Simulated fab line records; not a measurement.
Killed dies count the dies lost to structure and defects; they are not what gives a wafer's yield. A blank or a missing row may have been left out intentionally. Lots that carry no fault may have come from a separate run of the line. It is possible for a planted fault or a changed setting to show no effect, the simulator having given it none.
Which tool did it?	flow gf180mcu	13 lots with 37 wafers sampled at 4 steps, on a route of 602 steps

## WHAT THE GAUGES SHOWED, per wafer
GF_M1_OVL_MEAS_15. Usual: M1_OVL 1 nm, standard deviation 4.7.
lot	measured	on	M1_OVL (nm)	flag
L681	day 16 23:05	overlay-01	-12 -10 -11	
L682	day 17 09:43	overlay-02	3 7 5	
L683	day 17 20:01	overlay-01	6 1 2	
L684	day 18 08:43	overlay-01	2 2 -2	
L686	day 18 23:56	overlay-02	8 6 4	
L688	day 19 18:41	overlay-02	-2 3 3	
L690	day 20 13:08	overlay-01	2 4 4	
L692	day 21 10:43	overlay-01	6 2 2	
L696	day 22 17:25	overlay-02	9 2 12	
L697	day 23 00:58	overlay-01	-2 0 3	
L698	day 23 09:50	overlay-01	4 -1 -5	
L700	day 23 23:05	overlay-01	-5	
L701	day 24 05:40	overlay-01	1 -7 1	

GF_V1_THK_MEAS_01. Usual: V1_CVD_00_THK 599 nm, standard deviation 5.
lot	measured	on	V1_CVD_00_THK (nm)	flag
L681	day 16 23:53	film metro-03	601 604 596	
L682	day 17 10:31	film metro-03	609 598 599	
L683	day 17 20:47	film metro-04	599 595 590	
L684	day 18 09:30	film metro-01	596 599 594	
L686	day 19 00:45	film metro-04	590 600 598	
L688	day 19 19:28	film metro-04	591 599 596	
L690	day 20 13:54	film metro-04	600 600 599	
L692	day 21 11:30	film metro-04	595 593 599	
L696	day 22 18:11	film metro-04	603 602 596	
L697	day 23 01:44	film metro-04	599 595 592	
L698	day 23 10:39	film metro-01	601 597 593	
L700	day 23 23:53	film metro-03	600	
L701	day 24 06:34	film metro-03	606 598 595	

## WHICH TOOL RAN EACH LOT (tool, then ch and the chambers of the sampled wafers, then the start)
lot	GF_CONTACT_ETCH_16	GF_M1_STRIP_17
L681	rie diel-04 ch 0,1, day 15 23:22	plasma asher-03 ch 0,1, day 16 23:16
L682	rie diel-04 ch 0,1,3, day 16 09:30	plasma asher-01 ch 0,1, day 17 09:55
L683	rie diel-04 ch 1,3, day 16 19:38	plasma asher-01 ch 0,1, day 17 20:10
L684	rie diel-04 ch 1,2,3, day 17 07:39	plasma asher-03 ch 0,1, day 18 08:53
L686	rie diel-01 ch 0,2, day 17 22:50	plasma asher-03 ch 0,1, day 19 00:08
L688	rie diel-04 ch 1,2, day 18 16:26	plasma asher-01 ch 0,1, day 19 18:50
L690	rie diel-04 ch 3, day 19 09:19	plasma asher-02 ch 0,1, day 20 13:17
L692	rie diel-01 ch 0,1,2, day 20 09:02	plasma asher-02 ch 0,1, day 21 10:54
L696	rie diel-04 ch 0,1,3, day 21 16:16	plasma asher-02 ch 0,1, day 22 17:35
L697	rie diel-04 ch 2,3, day 22 00:47	plasma asher-03 ch 0,1, day 23 01:07
L698	rie diel-01 ch 1,3, day 22 09:06	plasma asher-01 ch 0,1, day 23 10:04
L700	rie diel-01 ch 3, day 22 23:22	plasma asher-02 ch 0, day 23 23:18
L701	rie diel-02 ch 0,1,3, day 23 06:29	plasma asher-02 ch 0,1, day 24 05:57
- GF_CONTACT_ETCH_16: etches BARC in N2/H2.
- GF_M1_STRIP_17: strips in O2/N2.

## AS READ BY THE TOOLS THEMSELVES (means over the sampled wafers that have a number; for cases with no such wafer, the mark the record gives instead)
GF_CONTACT_ETCH_16. Usual: drypump motor current A 5.6 A, standard deviation 0.4; oes product au 0.854 a.u., standard deviation 0.0047; throttle valve pct 13.224 %, standard deviation 0.0096.
lot	tool	drypump motor current A (A)	oes product au (a.u.)	throttle valve pct (%)	flag
L681	rie diel-04	5.9	0.852	13.220	
L682	rie diel-04	5.5	0.852	13.221	
L683	rie diel-04	5.7	0.853	13.225	
L684	rie diel-04	5.7	0.856	13.217	
L686	rie diel-01	5.7	0.853	13.217	
L688	rie diel-04	6.2	0.857	13.220	
L690	rie diel-04	5.0	0.855	13.230	
L692	rie diel-01	5.8	0.854	13.219	
L696	rie diel-04	5.5	0.856	13.227	
L697	rie diel-04	5.8	0.856	13.223	
L698	rie diel-01	5.6	0.858	13.223	
L700	rie diel-01	5.3	0.853	13.231	
L701	rie diel-02	5.6	0.855	13.228	

GF_M1_STRIP_17. Usual: drypump motor current A 5.9 A, standard deviation 0.41; heater power w 338 W, standard deviation 27; oes product au 0.537 a.u., standard deviation 0.0047; strip time to endpoint s 7.39 s, standard deviation 0.044.
lot	tool	drypump motor current A (A)	heater power w (W)	oes product au (a.u.)	strip time to endpoint s (s)	flag
L681	plasma asher-03	5.7	327	0.538	7.45	
L682	plasma asher-01	6.1	347	0.541	7.40	
L683	plasma asher-01	6.1	343	0.536	7.36	
L684	plasma asher-03	5.7	315	0.543	7.41	
L686	plasma asher-03	5.5	307	0.538	7.44	
L688	plasma asher-01	6.3	339	0.535	7.37	
L690	plasma asher-02	6.0	364	0.542	7.43	
L692	plasma asher-02	6.0	360	0.528	7.35	
L696	plasma asher-02	6.0	357	0.540	7.41	
L697	plasma asher-03	5.7	332	0.541	7.48	
L698	plasma asher-01	6.3	330	0.538	7.33	
L700	plasma asher-02	5.9	338	0.538	7.37	
L701	plasma asher-02	6.0	360	0.534	7.21	OFF

## THE ANSWER, worked out from the rows above alone
Rule: a lot counts as off when the mean over its wafers that have a number is more than 3 standard deviations away from the usual mean. Also off: a lot with no number at a reading for which 4 or more lots have one. Any other lot the step has rows for is counted as sound. The gauges are gone through in route order, then the tools' own readings, and for those a lot's mean is taken as printed above. The first step at which some lot is off is used, and at that step the reading that is off furthest; a lot without a number counts as furthest.
Off: L701, at GF_M1_STRIP_17 (strip time to endpoint s).
A tool fits if, at that step or a process step before it, it ran every lot that is off, and no sound lot after the first of them. This does not decide it: 2 tools fit, namely rie diel-02 at GF_CONTACT_ETCH_16 and plasma asher-02 at GF_M1_STRIP_17.

## WHAT HAD BEEN PUT IN BY THE SIMULATOR
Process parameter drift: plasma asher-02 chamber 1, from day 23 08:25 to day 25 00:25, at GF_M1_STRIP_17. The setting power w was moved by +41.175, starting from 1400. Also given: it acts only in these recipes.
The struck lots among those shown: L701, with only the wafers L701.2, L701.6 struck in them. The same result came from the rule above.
